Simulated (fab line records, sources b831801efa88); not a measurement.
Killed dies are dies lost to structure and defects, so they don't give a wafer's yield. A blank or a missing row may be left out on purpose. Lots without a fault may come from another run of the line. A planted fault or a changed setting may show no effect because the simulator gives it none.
Which tool did it? | flow gf180mcu | 13 lots, 39 wafers sampled, at 5 steps of a route of 602

WHAT THE GAUGES READ, wafer by wafer
GF_V4_RS_MEAS_24: measures by four-point-probe. Usual: V4_W_RS 0.325 ohm/sq, standard deviation 0.0038.
lot  | measured     | on            | V4_W_RS (ohm/sq)  | flag
L258 | day 24 21:27 | film_metro-01 | 0.324 0.325 0.325 |
L259 | day 25 16:04 | film_metro-03 | 0.326 0.332 0.325 |
L260 | day 26 00:57 | film_metro-03 | 0.320 0.320 0.318 |
L262 | day 26 15:38 | film_metro-01 | 0.328 0.326 0.321 |
L261 | day 26 18:00 | film_metro-04 | 0.328 0.330 0.324 |
L264 | day 27 02:43 | film_metro-03 | 0.324 0.323 0.324 |
L263 | day 27 04:01 | film_metro-03 | 0.329 0.327 0.334 |
L265 | day 27 11:17 | film_metro-01 | 0.329 0.328 0.327 |
L267 | day 28 04:55 | film_metro-03 | 0.326 0.327 0.328 |
L275 | day 30 07:55 | film_metro-03 | 0.329 0.331 0.328 |
L277 | day 30 16:46 | film_metro-04 | 0.327 0.323 0.328 |
L278 | day 31 00:18 | film_metro-04 | 0.324 0.325 0.324 |
L279 | day 31 08:39 | film_metro-01 | 0.320 0.322 0.319 |

GF_V5_BOW_MEAS_05. Usual: V5_BOW 134 um, standard deviation 9.1.
lot  | measured     | on            | V5_BOW (um) | flag
L258 | day 26 16:25 | film_metro-03 | 125 129 122 |
L259 | day 27 15:46 | film_metro-03 | 142 139 143 |
L260 | day 27 18:20 | film_metro-04 | 115 126 132 |
L262 | day 28 10:10 | film_metro-03 | 128 131 132 |
L261 | day 28 13:18 | film_metro-04 | 128 135 129 |
L264 | day 28 20:41 | film_metro-04 | 124 120 122 |
L263 | day 28 21:58 | film_metro-04 | 121 124 140 |
L265 | day 29 03:55 | film_metro-02 | 136 134 133 |
L267 | day 29 20:44 | film_metro-02 | 132 131 132 |
L275 | day 31 22:59 | film_metro-02 | 131 131 125 |
L277 | day 32 05:04 | film_metro-03 | 155 143 127 |
L278 | day 32 13:40 | film_metro-02 | 139 137 136 |
L279 | day 32 21:00 | film_metro-03 | 138 140 134 |

GF_V5_CD_MEAS_14: target cd 260 nm. Usual: cd_nm 259.6 nm, standard deviation 1.
lot  | measured     | on        | cd_nm (nm)        | flag
L258 | day 27 13:17 | cd_sem-01 | 260.4 259.3 259.6 |
L259 | day 28 12:01 | cd_sem-02 | 259.8 259.9 259.8 |
L260 | day 28 13:53 | cd_sem-01 | 260.0 260.0 259.3 |
L262 | day 29 04:55 | cd_sem-02 | 258.4 258.4 257.9 |
L261 | day 29 08:35 | cd_sem-01 | 258.8 257.9 257.9 |
L264 | day 29 15:38 | cd_sem-02 | 258.9 259.9 259.2 |
L263 | day 29 16:34 | cd_sem-01 | 258.9 258.8 260.0 |
L265 | day 29 22:19 | cd_sem-02 | 259.7 258.5 258.7 |
L267 | day 30 14:49 | cd_sem-02 | 259.0 263.7 265.3 | OFF
L275 | day 32 15:32 | cd_sem-01 | 259.0 259.4 258.8 |
L277 | day 32 21:10 | cd_sem-02 | 260.6 260.0 261.2 |
L278 | day 33 05:25 | cd_sem-01 | 259.6 260.7 262.4 |
L279 | day 33 12:10 | cd_sem-02 | 258.8 260.3 260.2 |

WHICH TOOL RAN EACH LOT (tool, then ch and the chambers of the sampled wafers, then the start)
lot  | GF_MIM_SPUTTER_01            | GF_V5_EXPOSE_11
L258 | pvd_sputter-02, day 24 22:02 | krf_scanner-01 ch 0, day 27 01:49
L259 | pvd_sputter-01, day 25 16:38 | krf_scanner-02 ch 0, day 28 01:32
L260 | pvd_sputter-01, day 26 01:32 | krf_scanner-01 ch 0, day 28 04:22
L262 | pvd_sputter-02, day 26 16:13 | krf_scanner-02 ch 0, day 28 18:47
L261 | pvd_sputter-02, day 26 18:34 | krf_scanner-02 ch 0, day 28 22:11
L264 | pvd_sputter-01, day 27 03:14 | krf_scanner-02 ch 0, day 29 07:59
L263 | pvd_sputter-02, day 27 04:35 | krf_scanner-02 ch 0, day 29 08:49
L265 | pvd_sputter-02, day 27 11:52 | krf_scanner-02 ch 0, day 29 13:02
L267 | pvd_sputter-01, day 28 05:28 | krf_scanner-02 ch 0, day 30 06:32
L275 | pvd_sputter-01, day 30 08:53 | krf_scanner-01 ch 0, day 32 07:10
L277 | pvd_sputter-01, day 30 17:21 | krf_scanner-01 ch 0, day 32 14:23
L278 | pvd_sputter-04, day 31 00:53 | krf_scanner-01 ch 0, day 32 21:04
L279 | pvd_sputter-01, day 31 09:14 | krf_scanner-01 ch 0, day 33 05:38
- GF_MIM_SPUTTER_01: material TiN, target thk 30 nm, time 25 s.
- GF_V5_EXPOSE_11: exposes mask Via5, target cd 260 nm.

WHAT THE TOOLS THEMSELVES READ (means of the sampled wafers that have a number; where no wafer has one, the mark that the record gives instead)
GF_MIM_SPUTTER_01. Usual: throttle_valve_pct 29.7 %, standard deviation 1.1.
lot  | tool           | throttle_valve_pct (%) | flag
L258 | pvd_sputter-02 | 30.8                   |
L259 | pvd_sputter-01 | 29.2                   |
L260 | pvd_sputter-01 | 29.3                   |
L262 | pvd_sputter-02 | 30.5                   |
L261 | pvd_sputter-02 | 31.0                   |
L264 | pvd_sputter-01 | 29.1                   |
L263 | pvd_sputter-02 | 31.6                   |
L265 | pvd_sputter-02 | 30.8                   |
L267 | pvd_sputter-01 | 29.3                   |
L275 | pvd_sputter-01 | 29.0                   |
L277 | pvd_sputter-01 | 28.9                   |
L278 | pvd_sputter-04 | 30.2                   |
L279 | pvd_sputter-01 | 29.2                   |

THE ANSWER, worked out from the rows above alone
Rule: a lot is off if the mean of its wafers that have a number lies more than 3 standard deviations from the usual mean. A lot without any number at a reading at which 4 lots or more have one is off too. The other lots that the step has rows for count as sound. The gauges are gone through in route order, then the tools' own readings, and for those a lot's mean is taken as printed above. The first step at which some lot is off is used, and at that step the reading that is off furthest; a lot without a number counts as furthest.
Off: L267, at GF_V5_CD_MEAS_14 (cd_nm).
A tool fits if, at a process step before that reading, it ran every lot that is off, and no sound lot after the first of them. The gauges at GF_V5_CD_MEAS_14 are tried like those tools. One fits: krf_scanner-02 at GF_V5_EXPOSE_11. Its last sound lot is L265 (day 29 13:02), its first lot that is off L267 (day 30 06:32): a fault that began between those two fits.

WHAT THE SIMULATOR HAD PUT IN
Process parameter drift: krf_scanner-02, from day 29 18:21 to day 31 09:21, at GF_V5_EXPOSE_11. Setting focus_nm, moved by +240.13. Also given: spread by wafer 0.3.
Lots struck among those shown: L267. The rule above found the same.
